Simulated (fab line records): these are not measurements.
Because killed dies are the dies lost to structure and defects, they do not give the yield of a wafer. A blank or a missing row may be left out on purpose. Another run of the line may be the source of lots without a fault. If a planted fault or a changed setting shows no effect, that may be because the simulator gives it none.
Comparing a struck lot with a sound one | flow sfq-line | 14 out of 325 route steps
Sound: the wafers L632.4, L632.5, L632.6. Struck: wafer L628.5; the same lot's L628.3 was not struck, so it is left out; see the end for the cause.
At each step with rows: each side's tool, then ch and its chambers, then its first start. Under that, the readings that differ: sound wafers | struck wafers | difference of the means | sigmas: that difference in standard deviations of wafers without a fault.
alike: readings whose means differ by less than 2 such deviations, and words and numbers that are the same on both sides. not compared: withheld readings, readings that some wafer has no value for, bounds like >300 that may hide the same value, and numbers for which the record gives no deviation and whose values overlap.
A row with sigmas, a row that says differs or no value, or rows on one side alone: a step with any of these is where the two part. When numbers do not overlap yet have no deviation, they are printed without sigmas and do not part them. A reading that every wafer of one side lacks parts them only if that side has two wafers or more.

SFQ_TRILAYER_R5_BARC_OPEN_METAL_ETCH_177: etches BARC in O2, target depth 125 nm, time 41.7 s.
  sound on rie-metal-03 ch 0,1, day 63 07:17; struck on rie-metal-03 ch 1, day 62 12:05
  alike: drypump-motor-current-A, oes-product-au
  not compared: rf-hours-counter-h
SFQ_TRILAYER_R5_ETCH_METAL_ETCH_139: etches the open film in Cl2, stops on SiO2, target depth 60 nm, time 40 s.
  sound on rie-metal-03 ch 0,1, day 63 07:20; struck on rie-metal-03 ch 1, day 62 12:08
  alike: drypump-motor-current-A, oes-product-au
  not compared: rf-hours-counter-h
SFQ_TRILAYER_R5_STRIP_STRIP_140: strips in O2.
  sound on rie-metal-03 ch 0,1, day 63 07:35; struck on rie-metal-03 ch 1, day 62 12:23
  alike: drypump-motor-current-A, oes-product-au
  not compared: rf-hours-counter-h
then, 1 step without rows for these wafers: SFQ_TRILAYER_R5_STRIP_SOLV_CLEAN_141 (cleans in NMP, time 600 s).
SFQ_TRILAYER_A5C_DEP_PECVD_142: deposits SiO2 from SiH4/N2O, time 15.556 s, target thk 70 nm.
  sound on pecvd-02 ch 0,1,2, day 63 08:11; struck on pecvd-04 ch 2, day 62 12:58
  alike: heater-power-w, throttle-valve-pct
then, 6 steps without rows for these wafers: SFQ_TRILAYER_I5_LITHO_COAT_149 (resist thk 62 nm); SFQ_TRILAYER_I5_LITHO_COAT_144 (resist thk 650 nm); SFQ_TRILAYER_I5_LITHO_SOFTBAKE_148; SFQ_TRILAYER_I5_LITHO_EXPOSE_145 (exposes mask I5, target cd 700 nm); SFQ_TRILAYER_I5_LITHO_PEB_147 (peb time 60 s); SFQ_TRILAYER_I5_LITHO_DEVELOP_146 (time 60 s).
-- the record jumps here: 5 days lie between the struck wafers' starts before and after --
SFQ_I5_OVL_MEAS_936:
  struck on overlay-02, day 67 02:20; sound on overlay-01, day 67 20:44
  alike: I5_OVL
SFQ_TRILAYER_I5_BARC_OPEN_VIA_ETCH_200: etches BARC in O2, target depth 125 nm, time 41.7 s.
  sound on rie-diel-01 ch 0,1,3, day 67 20:45; struck on rie-diel-04 ch 3, day 67 02:22
  reading                                              | sound             | struck | difference | sigmas
  model.KrF_of_TRILAYER_I5_LITHO_COAT_144.thk-nm (nm)  | 576.3 574.9 576.8 | 542.2  | -33.8      |
  model.SiO2_of_TRILAYER_A5C_DEP_PECVD_142.thk-nm (nm) | 71.96 71.36 70.31 | 70.01  | -1.20      |
  alike: drypump-motor-current-A, oes-product-au
  not compared: rf-hours-counter-h
SFQ_TRILAYER_I5_ETCH_VIA_ETCH_147: etches the open film in CHF3, stops on Nb, target depth 360 nm.
  sound on rie-diel-01 ch 0,1,3, day 67 20:47; struck on rie-diel-04 ch 3, day 67 02:25
  alike: drypump-motor-current-A, oes-product-au

WHERE THEY PART
Nowhere in this record.

WHY: the cause the simulator had injected
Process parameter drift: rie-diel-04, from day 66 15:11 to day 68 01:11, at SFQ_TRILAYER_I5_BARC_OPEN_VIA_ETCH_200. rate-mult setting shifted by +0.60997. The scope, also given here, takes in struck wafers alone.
